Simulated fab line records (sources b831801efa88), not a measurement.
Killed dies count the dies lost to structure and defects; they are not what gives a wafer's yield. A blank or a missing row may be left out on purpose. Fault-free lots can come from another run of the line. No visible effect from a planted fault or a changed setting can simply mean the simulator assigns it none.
Problem report in the 8D (eight disciplines) form, filled by code ; flow gf180mcu ; the parts of the form that need people (team, actions taken, sign-off) are left out

== 1. THE ISSUE ==
Wafers free of any fault read 0.382 ohm/sq (standard deviation 0.0044) for CONTACT_W_RS at GF_CONTACT_RS_MEAS_25, against a mean of 0.298 ohm/sq on 2 wafers of 2 lots. That is -19 standard deviations from the usual mean.
The step: measures by four-point-probe.
Earliest sighting: wafer L942.2 on film-metro-04 at day 17 03:41. Wafers with a number at this step in the record: 36, from 12 lots. Rule for "out", or "out of limits": more than 4 standard deviations from the usual mean. The rest of the wafers with a number are treated as sound.

== 2. WHAT IT IS AND WHAT IT IS NOT ==
question;is;is not
which readings at this step;CONTACT_W_RS;-
which lots;L942, L945;L940, L941, L943, L954, L955, L959, L960, L961, L962, L963
which wafers of those lots;L942.2, L945.5;L942.3, L942.5, L945.3, L945.6
read on which gauges;film-metro-02, film-metro-04;film-metro-01
when;from day 17 03:41;"up to then (11 sound wafers); but 23 sound wafers of L945, L954, L955, L959, L960, L961, L962, L963 came after"

== 3. SUSPECTS, AND WHAT RULES EACH OUT ==
Counting: if a tool at a process step up to the reading ran every lot that is out, it stays a suspect. Sound lots after the first of them don't rule it out here, since some wafers of a struck lot are sound.
- the gauge at GF_CONTACT_RS_MEAS_25 has been ruled out. Those wafers that are out were read across 2 gauges (film-metro-02, film-metro-04).
- cvd-w-02 at GF_CONTACT_CVD_24 (deposits W, target thk 300 nm, time 90.339 s): kept. Every lot that is out went through it, the first being L942 (day 17 03:34); the last sound lot it ran before that was L943 (day 17 00:22).
- Within cvd-w-02 at GF_CONTACT_CVD_24: the wafers that are out ran in chamber 1; their sound lot-mates ran in chamber 0.
After counting, what remains is cvd-w-02 at GF_CONTACT_CVD_24.

== 4. THE CAUSE (what the simulator had put in) ==
cvd-w-02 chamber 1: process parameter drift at GF_CONTACT_CVD_24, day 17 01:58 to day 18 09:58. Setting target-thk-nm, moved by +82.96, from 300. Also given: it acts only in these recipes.
Counting left only this tool.

== 5. THE EFFECT CHAIN, in route order ==
Each row: a reading whose mean over the struck wafers that have a number lies more than 3 standard deviations from the usual. Readings are gone through only where the record gives a usual standard deviation; hours: the median, over the lots, of the time from a lot's start at the first step in this table giving one to that lot's start at this step; sigmas: the change measured in usual standard deviations.
hours;step;reading;usual;on struck wafers;change;sigmas
0;GF_CONTACT_RS_MEAS_25;CONTACT_W_RS;0.382 ohm/sq;0.298;-0.084;-19
3;GF_CONTACT_THK_MEAS_26;CONTACT_W_THK;301 nm;383;+82;+16
6;GF_CONTACT_CMP_27;time-to-endpoint-s;71 s;97;+26;+6.7
Here are the process steps it includes:
- GF_CONTACT_CMP_27: polishes, stops on SiO2, t overpolish 15 s, target thk 0 nm.

== 6. HOW IT WOULD HAVE BEEN CAUGHT EARLIER ==
2 hours passed between the start of the fault at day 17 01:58 and the first reading out of limits at a measuring or inspecting step in this record, taken at day 17 03:41.
No tool reading at GF_CONTACT_CVD_24 that has a usual standard deviation in the record was out on any struck wafer, so an alarm limit of 4 standard deviations on those readings would not have fired.
L945, from the lots that are out (2), started GF_CONTACT_CVD_24 on cvd-w-02 later than day 17 03:41. A hold on the tool at that time would have spared it.
